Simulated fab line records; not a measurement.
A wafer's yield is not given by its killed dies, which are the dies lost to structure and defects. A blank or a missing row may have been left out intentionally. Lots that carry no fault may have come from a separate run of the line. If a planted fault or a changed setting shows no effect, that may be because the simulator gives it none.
fab line records | flow sky130
record: lots: 24 | wafers: 72 | last_day: 50
route steps=708 shown SD_P@327 VIA1@460 METAL2@484 VIA2@520 METAL4@599 VIA4@642
lots untouched by any fault: they come from a run of this same line in which no faults occurred
start_h: the number of hours between the record's first day and the start of the first shown wafer of the lot | wait_h: hours elapsed since this lot's preceding step | " the same as in the row above | L1.1+2: a single row standing in for several wafers | - either no value or no given start | * or withheld: withheld | < > ~ a bound
route shown NAME@n: a module of which the file shows steps, and the number in the route of the first | usual: mean/standard deviation of fault-free wafers | same: alike in all rows | chamber/n: place in a boat | sites: readings site by site | _std_site: standard deviation of those values | _edge_site: the outer-site mean with the inner-site mean subtracted | radius_mm: for every site, how far away it sits from the centre of the wafer | mask NAME#n: copy n | behind: tool/chamber where the wafer was last shaped | hold: what put the lot on hold/how long, in hours/how the hold closed | device: the n, p or np transistor that did not switch | end of line: tests run on the same wafers once the route is complete | a step with no rows: only its recipe | killed: dies that structure and defects cost at the first sort, which is not the same as the wafer's yield | map: a wafer's dies, x killed, . not, _ none there
set.NAME: the setting as run; set.NAME@STEP: as run at that earlier step | model.NAME: the simulator's own value behind a step, which no gauge read
the route's steps for a sample of lots (tables are steps, rows are wafers)
services: a tool's chamber out of use, with start hour (start_h, from the record's first day; less than 0 if before it), hours out, and reason
== steps ==
step: SKY_SD_P_CD_MEAS_07
recipe: target_cd_nm: 380
usual: cd_nm: 379.6/2.8
lot.wafer | tool      | chamber | start_h | wait_h | cd_nm
L074.2    | cd_sem-02 | -       | 592.28  | 0.1    | 383.1
L074.5    | "         | -       | "       | "      | 382.1
L074.6    | "         | -       | "       | "      | 382.0
L075.2    | cd_sem-01 | -       | 600.93  | 0.1    | 377.4
L075.3    | "         | -       | "       | "      | 377.3
L075.4    | "         | -       | "       | "      | 375.5
L076.3    | cd_sem-02 | -       | 612.55  | 0.1    | 377.5
L076.4    | "         | -       | "       | "      | 373.9
L076.6    | "         | -       | "       | "      | 376.4
L077.2    | cd_sem-02 | -       | 621.08  | 0.1    | 375.5
L077.3    | "         | -       | "       | "      | 377.0
L077.6    | "         | -       | "       | "      | 377.8
L078.2    | cd_sem-01 | -       | 621.27  | 0.1    | 377.1
L078.3    | "         | -       | "       | "      | 377.5
L078.5    | "         | -       | "       | "      | 379.3
L079.2    | cd_sem-01 | -       | 625.24  | 0.1    | 380.1
L079.5    | "         | -       | "       | "      | 377.1
L079.6    | "         | -       | "       | "      | 378.0
L080.2    | cd_sem-01 | -       | 642.97  | 0.1    | 387.1
L080.4    | "         | -       | "       | "      | 385.1
L080.6    | "         | -       | "       | "      | 386.0
L081.3    | cd_sem-01 | -       | 652.10  | 0.1    | 375.6
L081.4    | "         | -       | "       | "      | 376.9
L081.6    | "         | -       | "       | "      | 378.1
L082.1    | cd_sem-01 | -       | 652.90  | 0.1    | 381.7
L082.3    | "         | -       | "       | "      | 381.2
L082.4    | "         | -       | "       | "      | 381.5
L083.1    | cd_sem-01 | -       | 657.41  | 0.1    | 380.3
L083.3    | "         | -       | "       | "      | 382.5
L083.5    | "         | -       | "       | "      | 381.5
L084.2    | cd_sem-02 | -       | 671.54  | 0.1    | 379.1
L084.4    | "         | -       | "       | "      | 379.7
L084.6    | "         | -       | "       | "      | 380.5
L085.1    | cd_sem-01 | -       | 676.65  | 0.1    | 382.6
L085.2    | "         | -       | "       | "      | 381.5
L085.6    | "         | -       | "       | "      | 384.6
L086.1    | cd_sem-01 | -       | 688.77  | 0.1    | 377.5
L086.4    | "         | -       | "       | "      | 375.5
L086.5    | "         | -       | "       | "      | 379.4
L087.3    | cd_sem-01 | -       | 696.94  | 0.1    | 379.8
L087.4    | "         | -       | "       | "      | 380.1
L087.5    | "         | -       | "       | "      | 379.7
L088.1    | cd_sem-01 | -       | 703.26  | 0.1    | 377.6
L088.2    | "         | -       | "       | "      | 379.2
L088.5    | "         | -       | "       | "      | 376.3
L089.2    | cd_sem-01 | -       | 709.42  | 0.1    | 376.7
L089.4    | "         | -       | "       | "      | 376.5
L089.6    | "         | -       | "       | "      | 376.4
L090.1    | cd_sem-01 | -       | 716.12  | 0.1    | 378.6
L090.2    | "         | -       | "       | "      | 378.6
L090.4    | "         | -       | "       | "      | 376.5
L091.1    | cd_sem-02 | -       | 723.60  | 0.1    | 379.8
L091.3    | "         | -       | "       | "      | 383.5
L091.6    | "         | -       | "       | "      | 381.5
L092.1    | cd_sem-01 | -       | 743.60  | 0.1    | 380.7
L092.2    | "         | -       | "       | "      | 379.2
L092.5    | "         | -       | "       | "      | 380.0
L093.2    | cd_sem-02 | -       | 751.32  | 0.1    | 377.7
L093.5    | "         | -       | "       | "      | 378.7
L093.6    | "         | -       | "       | "      | 377.0
L094.1    | cd_sem-01 | -       | 751.87  | 0.1    | 383.3
L094.5    | "         | -       | "       | "      | 380.5
L094.6    | "         | -       | "       | "      | 382.2
L095.3    | cd_sem-02 | -       | 758.64  | 0.1    | 384.2
L095.4    | "         | -       | "       | "      | 383.0
L095.6    | "         | -       | "       | "      | 382.0
L096.2    | cd_sem-02 | -       | 765.73  | 0.1    | 377.0
L096.4    | "         | -       | "       | "      | 378.1
L096.5    | "         | -       | "       | "      | 375.6
L097.1    | cd_sem-01 | -       | 773.16  | 0.1    | 376.6
L097.5    | "         | -       | "       | "      | 382.5
L097.6    | "         | -       | "       | "      | 377.6
step: SKY_VIA1_CMP_02
recipe: material: SiO2 | down_force_psi: 4 | platen_rpm: 60 | pad_velocity_m_s: 0.94248
usual: motor_current_A: 12.2/1.3 | slurry_flow_ml_min: 150.0/0.51
lot.wafer | tool   | chamber | start_h | wait_h | motor_current_A | slurry_flow_ml_min
L074.2    | cmp-02 | 3       | 771.40  | 0.2    | 11.2            | 150.6
L074.6    | "      | 0       | "       | "      | 11.6            | 150.3
L074.5    | "      | 1       | "       | "      | 10.9            | 150.3
L075.2    | cmp-02 | 0       | 778.92  | 0.1    | 11.2            | 150.1
L075.4    | "      | 1       | "       | "      | 11.4            | 149.8
L075.3    | "      | 2       | "       | "      | 11.9            | 150.2
L076.4    | cmp-02 | 2       | 789.87  | 0.1    | 11.8            | 151.2
L076.3    | "      | 3       | "       | "      | 11.1            | 149.9
L076.6    | "      | 1       | "       | "      | 10.4            | 150.3
L077.3    | cmp-01 | 3       | 796.17  | 0.0    | 12.7            | 149.6
L077.2    | "      | 1       | "       | "      | 11.1            | 149.4
L077.6    | "      | 3       | "       | "      | 12.7            | 149.8
L078.2    | cmp-02 | 1       | 797.34  | 0.1    | 11.1            | 149.2
L078.3    | "      | 2       | "       | "      | 11.6            | 150.2
L078.5    | "      | 0       | "       | "      | 11.0            | 150.0
L079.2    | cmp-02 | 3       | 800.94  | 0.1    | 10.2            | 149.9
L079.5    | "      | 1       | "       | "      | 10.6            | 150.2
L079.6    | "      | 2       | "       | "      | 12.1            | 150.1
L080.4    | cmp-01 | 0       | 816.61  | 0.1    | 14.3            | 149.3
L080.2    | "      | 1       | "       | "      | 11.7            | 150.3
L080.6    | "      | 3       | "       | "      | 12.7            | 150.3
L081.3    | cmp-02 | 1       | 823.24  | 0.0    | 10.2            | 150.0
L081.4    | "      | 3       | "       | "      | 10.6            | 150.5
L081.6    | "      | 1       | "       | "      | 10.7            | 150.2
L082.3    | cmp-02 | 1       | 823.96  | 0.0    | 10.7            | 150.1
L082.1    | "      | 2       | "       | "      | 12.5            | 149.8
L082.4    | "      | 0       | "       | "      | 10.9            | 150.5
L083.1    | cmp-01 | 3       | 829.75  | 0.1    | 12.7            | 149.4
L083.3    | "      | 0       | "       | "      | 14.3            | 149.8
L083.5    | "      | 0       | "       | "      | 13.5            | 149.6
L084.4    | cmp-01 | 1       | 841.08  | 0.0    | 11.4            | 149.7
L084.2    | "      | 2       | "       | "      | 12.0            | 150.0
L084.6    | "      | 2       | "       | "      | 11.3            | 150.1
L085.1    | cmp-01 | 3       | 846.46  | 0.1    | 12.7            | 149.9
L085.2    | "      | 2       | "       | "      | 12.1            | 149.5
L085.6    | "      | 0       | "       | "      | 14.5            | 149.7
L086.4    | cmp-01 | 2       | 858.60  | 0.1    | 11.7            | 149.4
L086.1    | "      | 3       | "       | "      | 12.3            | 149.2
L086.5    | "      | 1       | "       | "      | 12.0            | 150.4
L087.4    | cmp-01 | 3       | 864.73  | 0.1    | 12.6            | 149.4
L087.3    | "      | 1       | "       | "      | 11.7            | 150.1
L087.5    | "      | 3       | "       | "      | 12.3            | 149.4
L088.1    | cmp-02 | 0       | 871.17  | 0.1    | 11.1            | 150.0
L088.2    | "      | 2       | "       | "      | 12.7            | 149.9
L088.5    | "      | 0       | "       | "      | 11.5            | 149.4
L089.2    | cmp-01 | 1       | 874.96  | 0.1    | 11.2            | 150.0
L089.4    | "      | 3       | "       | "      | 12.5            | 150.7
L089.6    | "      | 1       | "       | "      | 11.7            | 149.9
L090.1    | cmp-01 | 0       | 884.93  | 0.1    | 14.4            | 151.4
L090.2    | "      | 1       | "       | "      | 11.9            | 150.9
L090.4    | "      | 3       | "       | "      | 12.8            | 150.6
L091.3    | cmp-01 | 1       | 890.78  | 0.1    | 11.2            | 149.6
L091.1    | "      | 3       | "       | "      | 12.7            | 150.0
L091.6    | "      | 0       | "       | "      | 14.4            | 149.0
L092.1    | cmp-01 | 2       | 908.86  | 0.1    | 11.5            | 149.6
L092.2    | "      | 3       | "       | "      | 13.6            | 150.2
L092.5    | "      | 0       | "       | "      | 14.5            | 150.0
L093.2    | cmp-01 | 0       | 915.19  | 0.3    | 14.9            | 149.0
L093.6    | "      | 1       | "       | "      | 11.4            | 151.0
L093.5    | "      | 2       | "       | "      | 11.9            | 150.1
L094.1    | cmp-01 | 2       | 915.79  | 0.4    | 11.9            | 149.9
L094.6    | "      | 3       | "       | "      | 13.5            | 150.5
L094.5    | "      | 0       | "       | "      | 14.1            | 149.8
L095.3    | cmp-01 | 2       | 920.69  | 0.0    | 11.6            | 150.3
L095.4    | "      | 1       | "       | "      | 11.3            | 150.2
L095.6    | "      | 2       | "       | "      | 12.3            | 150.9
L096.2    | cmp-01 | 0       | 927.42  | 0.1    | 14.6            | 149.8
L096.4    | "      | 2       | "       | "      | 11.8            | 150.7
L096.5    | "      | 3       | "       | "      | 13.2            | 149.7
L097.1    | cmp-01 | 1       | 935.89  | 0.4    | 11.3            | 150.3
L097.6    | "      | 2       | "       | "      | 11.6            | 149.8
L097.5    | "      | 3       | "       | "      | 12.9            | 150.3
step: SKY_METAL2_SPUTTER_01
recipe: material: TiN | target_thk_nm: 20 | power_w: 6500 | time_s: 16.7 | chamber_pressure_pa: 0.4
usual: throttle_valve_pct: 30.3/0.96
lot.wafer | tool           | chamber | start_h | wait_h | throttle_valve_pct
L074.2    | pvd_sputter-03 | -       | 799.24  | 0.0    | 30.6
L074.5    | "              | -       | "       | "      | 28.9
L074.6    | "              | -       | "       | "      | 30.4
L075.2    | pvd_sputter-04 | -       | 807.25  | 0.0    | 27.5
L075.3    | "              | -       | "       | "      | 30.5
L075.4    | "              | -       | "       | "      | 30.9
L076.3    | pvd_sputter-04 | -       | 818.20  | 0.0    | 30.9
L076.4    | "              | -       | "       | "      | 30.2
L076.6    | "              | -       | "       | "      | 30.5
L077.2    | pvd_sputter-03 | -       | 824.20  | 0.0    | 29.2
L077.3    | "              | -       | "       | "      | 29.0
L077.6    | "              | -       | "       | "      | 29.0
L078.2    | pvd_sputter-01 | -       | 825.54  | 0.0    | 30.4
L078.3    | "              | -       | "       | "      | 32.0
L078.5    | "              | -       | "       | "      | 31.1
L079.2    | pvd_sputter-01 | -       | 828.60  | 0.0    | 30.9
L079.5    | "              | -       | "       | "      | 30.3
L079.6    | "              | -       | "       | "      | 30.2
L080.2    | pvd_sputter-03 | -       | 844.94  | 0.0    | 30.7
L080.4    | "              | -       | "       | "      | 28.7
L080.6    | "              | -       | "       | "      | 29.3
L081.3    | pvd_sputter-03 | -       | 851.31  | 0.0    | 30.1
L081.4    | "              | -       | "       | "      | 30.5
L081.6    | "              | -       | "       | "      | 28.6
L082.1    | pvd_sputter-01 | -       | 851.50  | 0.0    | 30.3
L082.3    | "              | -       | "       | "      | 31.9
L082.4    | "              | -       | "       | "      | 30.9
L083.1    | pvd_sputter-01 | -       | 857.89  | 0.0    | 31.2
L083.3    | "              | -       | "       | "      | 30.4
L083.5    | "              | -       | "       | "      | 30.3
L084.2    | pvd_sputter-01 | -       | 869.09  | 0.0    | 30.4
L084.4    | "              | -       | "       | "      | 31.8
L084.6    | "              | -       | "       | "      | 32.0
L085.1    | pvd_sputter-03 | -       | 874.30  | 0.0    | 30.5
L085.2    | "              | -       | "       | "      | 29.1
L085.6    | "              | -       | "       | "      | 28.9
L086.1    | pvd_sputter-01 | -       | 886.33  | 0.0    | 31.9
L086.4    | "              | -       | "       | "      | 31.1
L086.5    | "              | -       | "       | "      | 32.2
L087.3    | pvd_sputter-01 | -       | 892.43  | 0.0    | 30.1
L087.4    | "              | -       | "       | "      | 31.9
L087.5    | "              | -       | "       | "      | 32.1
L088.1    | pvd_sputter-03 | -       | 898.57  | 0.0    | 28.9
L088.2    | "              | -       | "       | "      | 30.6
L088.5    | "              | -       | "       | "      | 30.6
L089.2    | pvd_sputter-01 | -       | 902.55  | 0.0    | 30.4
L089.4    | "              | -       | "       | "      | 31.1
L089.6    | "              | -       | "       | "      | 31.1
L090.1    | pvd_sputter-03 | -       | 911.95  | 0.0    | 29.4
L090.2    | "              | -       | "       | "      | 30.0
L090.4    | "              | -       | "       | "      | 30.6
L091.1    | pvd_sputter-03 | -       | 917.66  | 0.0    | 30.1
L091.3    | "              | -       | "       | "      | 30.6
L091.6    | "              | -       | "       | "      | 29.2
L092.1    | pvd_sputter-01 | -       | 935.76  | 0.0    | 30.2
L092.2    | "              | -       | "       | "      | 30.3
L092.5    | "              | -       | "       | "      | 31.7
L093.2    | pvd_sputter-01 | -       | 941.04  | 0.0    | 31.3
L093.5    | "              | -       | "       | "      | 32.1
L093.6    | "              | -       | "       | "      | 30.5
L094.1    | pvd_sputter-03 | -       | 942.10  | 0.0    | 29.2
L094.5    | "              | -       | "       | "      | 30.7
L094.6    | "              | -       | "       | "      | 29.4
L095.3    | pvd_sputter-04 | -       | 947.45  | 0.0    | 30.5
L095.4    | "              | -       | "       | "      | 27.7
L095.6    | "              | -       | "       | "      | 30.6
L096.2    | pvd_sputter-01 | -       | 952.74  | 0.0    | 30.4
L096.4    | "              | -       | "       | "      | 31.5
L096.5    | "              | -       | "       | "      | 30.2
L097.1    | pvd_sputter-03 | -       | 962.35  | 0.0    | 28.9
L097.5    | "              | -       | "       | "      | 30.6
L097.6    | "              | -       | "       | "      | 29.4
step: SKY_VIA2_OVL_MEAS_13
usual: VIA2_OVL: -1/5
lot.wafer | tool       | chamber | start_h | wait_h | VIA2_OVL[nm]
L074.2    | overlay-02 | -       | 854.34  | 0.1    | -9
L074.5    | "          | -       | "       | "      | -4
L074.6    | "          | -       | "       | "      | -7
L075.2    | overlay-01 | -       | 860.69  | 0.1    | -3
L075.3    | "          | -       | "       | "      | 4
L075.4    | "          | -       | "       | "      | 2
L076.3    | overlay-02 | -       | 872.21  | 0.1    | -2
L076.4    | "          | -       | "       | "      | -1
L076.6    | "          | -       | "       | "      | 2
L077.2    | overlay-01 | -       | 879.00  | 0.1    | -6
L077.3    | "          | -       | "       | "      | 0
L077.6    | "          | -       | "       | "      | 1
L078.2    | overlay-01 | -       | 879.64  | 0.1    | 1
L078.3    | "          | -       | "       | "      | 7
L078.5    | "          | -       | "       | "      | -5
L079.2    | overlay-01 | -       | 883.14  | 0.1    | -6
L079.5    | "          | -       | "       | "      | -6
L079.6    | "          | -       | "       | "      | -1
L080.2    | overlay-01 | -       | 897.85  | 0.1    | 2
L080.4    | "          | -       | "       | "      | 4
L080.6    | "          | -       | "       | "      | 0
L081.3    | overlay-02 | -       | 904.34  | 0.1    | 3
L081.4    | "          | -       | "       | "      | -2
L081.6    | "          | -       | "       | "      | 0
L082.1    | overlay-01 | -       | 905.48  | 0.1    | -5
L082.3    | "          | -       | "       | "      | 4
L082.4    | "          | -       | "       | "      | -7
L083.1    | overlay-01 | -       | 910.98  | 0.1    | 1
L083.3    | "          | -       | "       | "      | 0
L083.5    | "          | -       | "       | "      | 10
L084.2    | overlay-02 | -       | 922.55  | 0.1    | -6
L084.4    | "          | -       | "       | "      | -9
L084.6    | "          | -       | "       | "      | -9
L085.1    | overlay-02 | -       | 926.10  | 0.1    | -3
L085.2    | "          | -       | "       | "      | 0
L085.6    | "          | -       | "       | "      | -7
L086.1    | overlay-01 | -       | 938.45  | 0.1    | -6
L086.4    | "          | -       | "       | "      | -3
L086.5    | "          | -       | "       | "      | -8
L087.3    | overlay-01 | -       | 944.39  | 0.1    | -10
L087.4    | "          | -       | "       | "      | -1
L087.5    | "          | -       | "       | "      | -7
L088.1    | overlay-01 | -       | 949.60  | 0.1    | 3
L088.2    | "          | -       | "       | "      | 1
L088.5    | "          | -       | "       | "      | 8
L089.2    | overlay-01 | -       | 953.94  | 0.1    | 6
L089.4    | "          | -       | "       | "      | 11
L089.6    | "          | -       | "       | "      | -5
L090.1    | overlay-02 | -       | 962.90  | 0.1    | -5
L090.2    | "          | -       | "       | "      | 3
L090.4    | "          | -       | "       | "      | 4
L091.1    | overlay-02 | -       | 968.10  | 0.1    | -3
L091.3    | "          | -       | "       | "      | -1
L091.6    | "          | -       | "       | "      | -6
L092.1    | overlay-02 | -       | 985.85  | 0.1    | -5
L092.2    | "          | -       | "       | "      | -6
L092.5    | "          | -       | "       | "      | -1
L093.2    | overlay-02 | -       | 990.99  | 0.1    | -5
L093.5    | "          | -       | "       | "      | -5
L093.6    | "          | -       | "       | "      | -4
L094.1    | overlay-01 | -       | 991.53  | 0.1    | 3
L094.5    | "          | -       | "       | "      | 5
L094.6    | "          | -       | "       | "      | -7
L095.3    | overlay-02 | -       | 997.11  | 0.1    | 4
L095.4    | "          | -       | "       | "      | 0
L095.6    | "          | -       | "       | "      | -2
L096.2    | overlay-02 | -       | 1002.24 | 0.1    | 7
L096.4    | "          | -       | "       | "      | 8
L096.5    | "          | -       | "       | "      | 0
L097.1    | overlay-02 | -       | 1011.23 | 0.1    | -3
L097.5    | "          | -       | "       | "      | 3
L097.6    | "          | -       | "       | "      | -9
step: SKY_METAL4_SPUTTER_01
recipe: material: TiN | target_thk_nm: 20 | power_w: 6500 | time_s: 16.7 | chamber_pressure_pa: 0.4
usual: throttle_valve_pct: 30.2/0.89
lot.wafer | tool           | chamber | start_h | wait_h | throttle_valve_pct
L074.2    | pvd_sputter-02 | -       | 936.50  | 0.0    | 29.5
L074.5    | "              | -       | "       | "      | 29.6
L074.6    | "              | -       | "       | "      | 29.0
L075.2    | pvd_sputter-01 | -       | 940.21  | 0.0    | 30.5
L075.3    | "              | -       | "       | "      | 30.7
L075.4    | "              | -       | "       | "      | 31.7
L076.3    | pvd_sputter-02 | -       | 952.21  | 0.0    | 29.3
L076.4    | "              | -       | "       | "      | 29.3
L076.6    | "              | -       | "       | "      | 29.3
L077.2    | pvd_sputter-02 | -       | 959.56  | 0.0    | 28.8
L077.3    | "              | -       | "       | "      | 29.7
L077.6    | "              | -       | "       | "      | 29.3
L078.2    | pvd_sputter-01 | -       | 960.00  | 0.0    | 30.1
L078.3    | "              | -       | "       | "      | 30.5
L078.5    | "              | -       | "       | "      | 31.0
L079.2    | pvd_sputter-01 | -       | 963.65  | 0.0    | 31.0
L079.5    | "              | -       | "       | "      | 31.1
L079.6    | "              | -       | "       | "      | 30.2
L080.2    | pvd_sputter-01 | -       | 976.11  | 0.0    | 30.4
L080.4    | "              | -       | "       | "      | 31.9
L080.6    | "              | -       | "       | "      | 31.1
L081.3    | pvd_sputter-02 | -       | 982.51  | 0.0    | 28.8
L081.4    | "              | -       | "       | "      | 29.8
L081.6    | "              | -       | "       | "      | 29.8
L082.1    | pvd_sputter-01 | -       | 982.80  | 0.0    | 30.3
L082.3    | "              | -       | "       | "      | 30.8
L082.4    | "              | -       | "       | "      | 30.1
L083.1    | pvd_sputter-02 | -       | 990.20  | 0.0    | 30.2
L083.3    | "              | -       | "       | "      | 29.8
L083.5    | "              | -       | "       | "      | 29.6
L084.2    | pvd_sputter-02 | -       | 1000.15 | 0.0    | 29.5
L084.4    | "              | -       | "       | "      | 29.0
L084.6    | "              | -       | "       | "      | 29.4
L085.1    | pvd_sputter-01 | -       | 1002.24 | 0.0    | 31.1
L085.2    | "              | -       | "       | "      | 30.2
L085.6    | "              | -       | "       | "      | 30.2
L086.1    | pvd_sputter-02 | -       | 1013.86 | 0.0    | 29.3
L086.4    | "              | -       | "       | "      | 28.9
L086.5    | "              | -       | "       | "      | 29.7
L087.3    | pvd_sputter-01 | -       | 1021.14 | 0.0    | 31.7
L087.4    | "              | -       | "       | "      | 30.3
L087.5    | "              | -       | "       | "      | 31.8
L088.1    | pvd_sputter-02 | -       | 1024.28 | 0.0    | 29.7
L088.2    | "              | -       | "       | "      | 29.4
L088.5    | "              | -       | "       | "      | 29.2
L089.2    | pvd_sputter-02 | -       | 1028.23 | 0.0    | 29.3
L089.4    | "              | -       | "       | "      | 29.0
L089.6    | "              | -       | "       | "      | 29.6
L090.1    | pvd_sputter-01 | -       | 1038.20 | 0.0    | 30.3
L090.2    | "              | -       | "       | "      | 31.9
L090.4    | "              | -       | "       | "      | 31.4
L091.1    | pvd_sputter-02 | -       | 1042.62 | 0.0    | 29.5
L091.3    | "              | -       | "       | "      | 29.9
L091.6    | "              | -       | "       | "      | 29.0
L092.1    | pvd_sputter-01 | -       | 1058.94 | 0.0    | 31.9
L092.2    | "              | -       | "       | "      | 30.2
L092.5    | "              | -       | "       | "      | 30.9
L093.2    | pvd_sputter-03 | -       | 1065.58 | 0.0    | 30.8
L093.5    | "              | -       | "       | "      | 29.2
L093.6    | "              | -       | "       | "      | 29.4
L094.1    | pvd_sputter-01 | -       | 1065.67 | 0.0    | 31.0
L094.5    | "              | -       | "       | "      | 30.1
L094.6    | "              | -       | "       | "      | 32.2
L095.3    | pvd_sputter-01 | -       | 1070.87 | 0.0    | 31.7
L095.4    | "              | -       | "       | "      | 31.2
L095.6    | "              | -       | "       | "      | 30.4
L096.2    | pvd_sputter-03 | -       | 1076.63 | 0.0    | 30.4
L096.4    | "              | -       | "       | "      | 29.2
L096.5    | "              | -       | "       | "      | 29.3
L097.1    | pvd_sputter-01 | -       | 1083.08 | 0.0    | 31.9
L097.5    | "              | -       | "       | "      | 32.0
L097.6    | "              | -       | "       | "      | 31.1
step: SKY_VIA4_BOW_MEAS_03
recipe: mode: bow
usual: VIA4_BOW: 77/8
lot.wafer | tool          | chamber | start_h | wait_h | VIA4_BOW[um]
L074.2    | film_metro-03 | -       | 988.30  | 0.1    | 98
L074.5    | "             | -       | "       | "      | 81
L074.6    | "             | -       | "       | "      | 88
L075.2    | film_metro-03 | -       | 990.63  | 0.3    | 78
L075.3    | "             | -       | "       | "      | 59
L075.4    | "             | -       | "       | "      | 75
L076.3    | film_metro-01 | -       | 1001.88 | 0.2    | 74
L076.4    | "             | -       | "       | "      | 70
L076.6    | "             | -       | "       | "      | 85
L077.2    | film_metro-02 | -       | 1008.99 | 0.3    | 83
L077.3    | "             | -       | "       | "      | 72
L077.6    | "             | -       | "       | "      | 71
L078.2    | film_metro-03 | -       | 1009.34 | 0.3    | 74
L078.3    | "             | -       | "       | "      | 81
L078.5    | "             | -       | "       | "      | 81
L079.2    | film_metro-03 | -       | 1012.05 | 0.1    | 79
L079.5    | "             | -       | "       | "      | 84
L079.6    | "             | -       | "       | "      | 81
L080.2    | film_metro-03 | -       | 1025.13 | 0.2    | 74
L080.4    | "             | -       | "       | "      | 61
L080.6    | "             | -       | "       | "      | 80
L081.3    | film_metro-03 | -       | 1031.84 | 0.3    | 78
L081.4    | "             | -       | "       | "      | 77
L081.6    | "             | -       | "       | "      | 75
L082.1    | film_metro-01 | -       | 1032.12 | 0.1    | 67
L082.3    | "             | -       | "       | "      | 73
L082.4    | "             | -       | "       | "      | 77
L083.1    | film_metro-01 | -       | 1038.07 | 0.1    | 70
L083.3    | "             | -       | "       | "      | 82
L083.5    | "             | -       | "       | "      | 77
L084.2    | film_metro-01 | -       | 1048.21 | 0.2    | 75
L084.4    | "             | -       | "       | "      | 81
L084.6    | "             | -       | "       | "      | 79
L085.1    | film_metro-03 | -       | 1050.17 | 0.1    | 71
L085.2    | "             | -       | "       | "      | 84
L085.6    | "             | -       | "       | "      | 80
L086.1    | film_metro-03 | -       | 1061.30 | 0.1    | 64
L086.4    | "             | -       | "       | "      | 62
L086.5    | "             | -       | "       | "      | 77
L087.3    | film_metro-01 | -       | 1068.59 | 0.3    | 81
L087.4    | "             | -       | "       | "      | 76
L087.5    | "             | -       | "       | "      | 87
L088.1    | film_metro-03 | -       | 1070.88 | 0.1    | 82
L088.2    | "             | -       | "       | "      | 69
L088.5    | "             | -       | "       | "      | 79
L089.2    | film_metro-01 | -       | 1073.82 | 0.2    | 83
L089.4    | "             | -       | "       | "      | 78
L089.6    | "             | -       | "       | "      | 85
L090.1    | film_metro-03 | -       | 1083.67 | 0.2    | 84
L090.2    | "             | -       | "       | "      | 83
L090.4    | "             | -       | "       | "      | 85
L091.1    | film_metro-03 | -       | 1087.42 | 0.1    | 69
L091.3    | "             | -       | "       | "      | 74
L091.6    | "             | -       | "       | "      | 76
L092.1    | film_metro-02 | -       | 1103.30 | 0.1    | 65
L092.2    | "             | -       | "       | "      | 84
L092.5    | "             | -       | "       | "      | 83
L093.2    | film_metro-03 | -       | 1109.90 | 0.2    | 86
L093.5    | "             | -       | "       | "      | 79
L093.6    | "             | -       | "       | "      | 89
L094.1    | film_metro-02 | -       | 1110.85 | 0.1    | 77
L094.5    | "             | -       | "       | "      | 78
L094.6    | "             | -       | "       | "      | 71
L095.3    | film_metro-02 | -       | 1115.15 | 0.1    | 83
L095.4    | "             | -       | "       | "      | 81
L095.6    | "             | -       | "       | "      | 91
L096.2    | film_metro-02 | -       | 1119.50 | 0.2    | 53
L096.4    | "             | -       | "       | "      | 68
L096.5    | "             | -       | "       | "      | 71
L097.1    | film_metro-03 | -       | 1125.63 | 0.2    | 77
L097.5    | "             | -       | "       | "      | 66
L097.6    | "             | -       | "       | "      | 79
== services ==
tool           | chamber | start_h | hours | kind
cmp-01         | -       | 747.72  | 4.0   | pm
pvd_sputter-03 | -       | 758.04  | 2.7   | repair
cmp-01         | -       | 772.32  | 6.8   | pm
cmp-01         | -       | 786.59  | 1.8   | repair
pvd_sputter-01 | -       | 824.31  | 1.1   | repair
cmp-02         | -       | 825.52  | 5.8   | pm
pvd_sputter-04 | -       | 843.99  | 1.3   | repair
pvd_sputter-02 | -       | 868.80  | 0.9   | repair
cmp-01         | -       | 890.18  | 0.5   | repair
cmp-02         | -       | 912.77  | 4.0   | pm
cmp-01         | -       | 918.79  | 1.3   | repair
pvd_sputter-02 | -       | 924.87  | 1.9   | repair
pvd_sputter-04 | -       | 936.09  | 3.5   | repair
cmp-01         | -       | 943.33  | 0.4   | repair
cmp-01         | -       | 960.52  | 2.7   | repair
pvd_sputter-03 | -       | 981.37  | 4.9   | repair
cmp-02         | -       | 984.65  | 1.8   | repair
cmp-01         | -       | 985.36  | 4.5   | repair
cmp-02         | -       | 1007.31 | 0.2   | repair
pvd_sputter-01 | 1       | 1021.28 | -     | consumable_replace:kit
pvd_sputter-01 | 1       | 1021.28 | 18.0  | scheduled_down
pvd_sputter-01 | 1       | 1021.28 | 18.0  | vent_cycle
cmp-02         | -       | 1057.44 | 1.3   | repair
cmp-01         | -       | 1080.26 | 4.0   | repair
== key ==
fault none
